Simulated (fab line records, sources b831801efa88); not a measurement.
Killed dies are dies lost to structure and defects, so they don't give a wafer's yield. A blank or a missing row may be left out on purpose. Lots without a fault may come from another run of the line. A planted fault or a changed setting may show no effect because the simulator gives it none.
Which tool did it? | flow sky130 | 11 lots, 33 wafers sampled, at 6 steps of a route of 708

WHAT THE GAUGES READ, wafer by wafer
SKY_FIELD_ISO_THK_MEAS_23.
lot  | measured    | on            | FIELD_ISO_OXIDATION_01_THK (nm)
L617 | day 3 03:20 | film_metro-02 | 9.91 9.90 9.95
L620 | day 3 20:59 | film_metro-04 | 10.21 10.10 10.07
L622 | day 4 10:50 | film_metro-02 | 10.10 10.13 9.97
L624 | day 4 17:24 | film_metro-02 | 9.95 9.98 9.97
L628 | day 5 21:11 | film_metro-01 | 9.62 9.65 9.70
L631 | day 6 04:52 | film_metro-01 | 9.58 9.62 9.50
L630 | day 6 05:11 | film_metro-01 | 9.95 9.98 9.75
L632 | day 6 14:32 | film_metro-04 | 9.82 9.90 9.74
L633 | day 6 17:24 | film_metro-02 | 9.66 9.68 9.58
L634 | day 6 21:23 | film_metro-01 | 9.63 9.74 9.73
L635 | day 7 01:34 | film_metro-04 | 10.03 9.92 9.85

SKY_PWDE_OVL_MEAS_07.
lot  | measured    | on         | PWDE_OVL (nm)
L617 | day 4 18:04 | overlay-01 | 2.2 1.7 0.5
L620 | day 5 14:13 | overlay-02 | - - -
L622 | day 6 16:40 | overlay-02 | 0.0 -1.2 0.1
L624 | day 6 17:55 | overlay-01 | -0.2 0.2 -0.3
L628 | day 7 18:13 | overlay-01 | -0.1 0.8 0.4
L631 | day 8 00:19 | overlay-01 | -1.2 2.1 0.6
L630 | day 8 01:55 | overlay-01 | -1.0 0.1 -0.6
L632 | day 8 11:28 | overlay-01 | 1.3 0.3 1.5
L633 | day 8 16:19 | overlay-01 | -0.9 -0.8 -0.2
L634 | day 8 23:36 | overlay-02 | -0.3 1.8 1.0
L635 | day 9 02:34 | overlay-01 | 0.3 0.8 -0.2

SKY_PWDE_TW_MEAS_10.
lot  | measured    | on            | PWDE_TW
L617 | day 4 18:20 | film_metro-01 | 376.1 378.4 375.5
L620 | day 5 14:30 | film_metro-03 | 30.6 30.6 30.6
L622 | day 6 16:58 | film_metro-01 | 373.4 376.2 373.1
L624 | day 6 18:12 | film_metro-01 | 376.4 375.0 375.0
L628 | day 7 18:29 | film_metro-01 | 375.5 375.0 375.9
L631 | day 8 00:37 | film_metro-01 | 376.7 374.9 375.8
L630 | day 8 02:12 | film_metro-01 | 373.0 375.8 374.2
L632 | day 8 11:44 | film_metro-03 | 381.8 381.0 380.4
L633 | day 8 16:35 | film_metro-01 | 372.1 373.0 373.8
L634 | day 8 23:53 | film_metro-01 | 375.8 376.3 373.0
L635 | day 9 02:50 | film_metro-01 | 375.9 376.6 376.3

WHICH TOOL RAN EACH LOT (tool, then ch and the chambers of the sampled wafers, then the start)
lot  | SKY_FIELD_ISO_STRIP_16              | SKY_PWDE_EXPOSE_04                 | SKY_PWDE_STRIP_09
L617 | plasma_asher-04 ch 0,1, day 3 01:13 | iline_stepper-02 ch 0, day 4 10:19 | plasma_asher-02 ch 0,1, day 4 18:14
L620 | plasma_asher-04 ch 0,1, day 3 18:02 | iline_stepper-01 ch 0, day 5 05:45 | plasma_asher-02 ch 0,1, day 5 14:23
L622 | plasma_asher-02 ch 0,1, day 4 04:02 | iline_stepper-01 ch 0, day 6 07:44 | plasma_asher-02 ch 0,1, day 6 16:52
L624 | plasma_asher-02 ch 0, day 4 15:29   | iline_stepper-01 ch 0, day 6 08:53 | plasma_asher-01 ch 0,1, day 6 18:05
L628 | plasma_asher-04 ch 0,1, day 5 18:14 | iline_stepper-02 ch 0, day 7 08:22 | plasma_asher-03 ch 0,1, day 7 18:23
L631 | plasma_asher-01 ch 0,1, day 6 03:16 | iline_stepper-02 ch 0, day 7 14:42 | plasma_asher-01 ch 0,1, day 8 00:32
L630 | plasma_asher-02 ch 0,1, day 6 03:35 | iline_stepper-02 ch 0, day 7 15:21 | plasma_asher-01 ch 0,1, day 8 02:06
L632 | plasma_asher-02 ch 0,1, day 6 12:55 | iline_stepper-01 ch 0, day 8 01:32 | plasma_asher-01 ch 0,1, day 8 11:38
L633 | plasma_asher-01 ch 0,1, day 6 15:19 | iline_stepper-02 ch 0, day 8 05:43 | plasma_asher-03 ch 0,1, day 8 16:29
L634 | plasma_asher-02 ch 0,1, day 6 17:53 | iline_stepper-01 ch 0, day 8 14:10 | plasma_asher-01 ch 0,1, day 8 23:47
L635 | plasma_asher-02 ch 1, day 6 23:38   | iline_stepper-02 ch 0, day 8 16:56 | plasma_asher-01 ch 0,1, day 9 02:44
- SKY_FIELD_ISO_STRIP_16: strips in O2/N2.
- SKY_PWDE_EXPOSE_04: exposes mask PWDEM, target cd 840 nm.
- SKY_PWDE_STRIP_09: strips in O2/N2.

WHAT THE TOOLS THEMSELVES READ (means of the sampled wafers that have a number; where no wafer has one, the mark that the record gives instead)
SKY_FIELD_ISO_STRIP_16.
lot  | tool            | chamber_pressure_mTorr (mTorr) | drypump_motor_current_A (A) | oes_product_au (a.u.) | strip_time_to_endpoint_s (s)
L617 | plasma_asher-04 | 1499.7                         | 5.8                         | 0.376                 | 3.50
L620 | plasma_asher-04 | 1499.6                         | 5.9                         | 0.375                 | 3.54
L622 | plasma_asher-02 | 1498.4                         | 5.0                         | 0.377                 | 3.59
L624 | plasma_asher-02 | 1500.4                         | 5.7                         | 0.376                 | 3.51
L628 | plasma_asher-04 | 1499.7                         | 5.8                         | 0.379                 | 3.49
L631 | plasma_asher-01 | 1499.3                         | 5.4                         | 0.377                 | 3.53
L630 | plasma_asher-02 | 1500.8                         | 5.4                         | 0.378                 | 3.52
L632 | plasma_asher-02 | 1500.2                         | 5.0                         | 0.377                 | 3.54
L633 | plasma_asher-01 | 1500.9                         | 5.3                         | 0.378                 | 3.57
L634 | plasma_asher-02 | 1500.0                         | 5.4                         | 0.380                 | 3.58
L635 | plasma_asher-02 | 1498.3                         | 4.7                         | 0.380                 | 3.56

SKY_PWDE_STRIP_09.
lot  | tool            | chamber_pressure_mTorr (mTorr) | drypump_motor_current_A (A) | oes_product_au (a.u.) | strip_time_to_endpoint_s (s)
L617 | plasma_asher-02 | 1500.7                         | 5.0                         | 0.723                 | 36.90
L620 | plasma_asher-02 | 1500.5                         | 5.0                         | 0.722                 | 37.03
L622 | plasma_asher-02 | 1501.1                         | 5.0                         | 0.725                 | 36.82
L624 | plasma_asher-01 | 1500.8                         | 5.3                         | 0.718                 | 36.84
L628 | plasma_asher-03 | 1500.0                         | 6.1                         | 0.723                 | 36.95
L631 | plasma_asher-01 | 1500.6                         | 5.4                         | 0.726                 | 37.11
L630 | plasma_asher-01 | 1498.6                         | 5.4                         | 0.722                 | 36.93
L632 | plasma_asher-01 | 1501.5                         | 5.3                         | 0.721                 | 36.94
L633 | plasma_asher-03 | 1501.5                         | 6.0                         | 0.724                 | 36.88
L634 | plasma_asher-01 | 1501.0                         | 5.3                         | 0.723                 | 36.87
L635 | plasma_asher-01 | 1500.8                         | 5.4                         | 0.724                 | 36.89

THE ANSWER, worked out from the rows above alone
Rule: what is usual is taken from the lots themselves. Put in order of their means at a reading, lots are off if they are a third of the lots or fewer, leave a main group of 4 or more, and stand apart from it by a gap of 3 or more times the standard deviation of the main group's means; of several such gaps the widest counts. A main group whose means are all the same, to the digits that the tables above print for the reading, isn't used. A lot without any number at a reading at which 4 lots or more have one is off too. The other lots that the step has rows for count as sound. The gauges are gone through in route order, then the tools' own readings, and for those a lot's mean is taken as printed above. The first step at which some lot is off is used, and at that step the reading that is off furthest; a lot without a number counts as furthest.
Off: L620, at SKY_PWDE_OVL_MEAS_07 (PWDE_OVL). Without a number there: L620. The main group: mean 0.3 nm, standard deviation 0.66.
A tool fits if, at a process step before that reading, it ran every lot that is off, and no sound lot after the first of them. The gauges at SKY_PWDE_OVL_MEAS_07 aren't tried: what is off there is off at SKY_PWDE_TW_MEAS_10 too, on other tools, and a gauge's error can't cause that. None of those tried fits.

WHAT THE SIMULATOR HAD PUT IN
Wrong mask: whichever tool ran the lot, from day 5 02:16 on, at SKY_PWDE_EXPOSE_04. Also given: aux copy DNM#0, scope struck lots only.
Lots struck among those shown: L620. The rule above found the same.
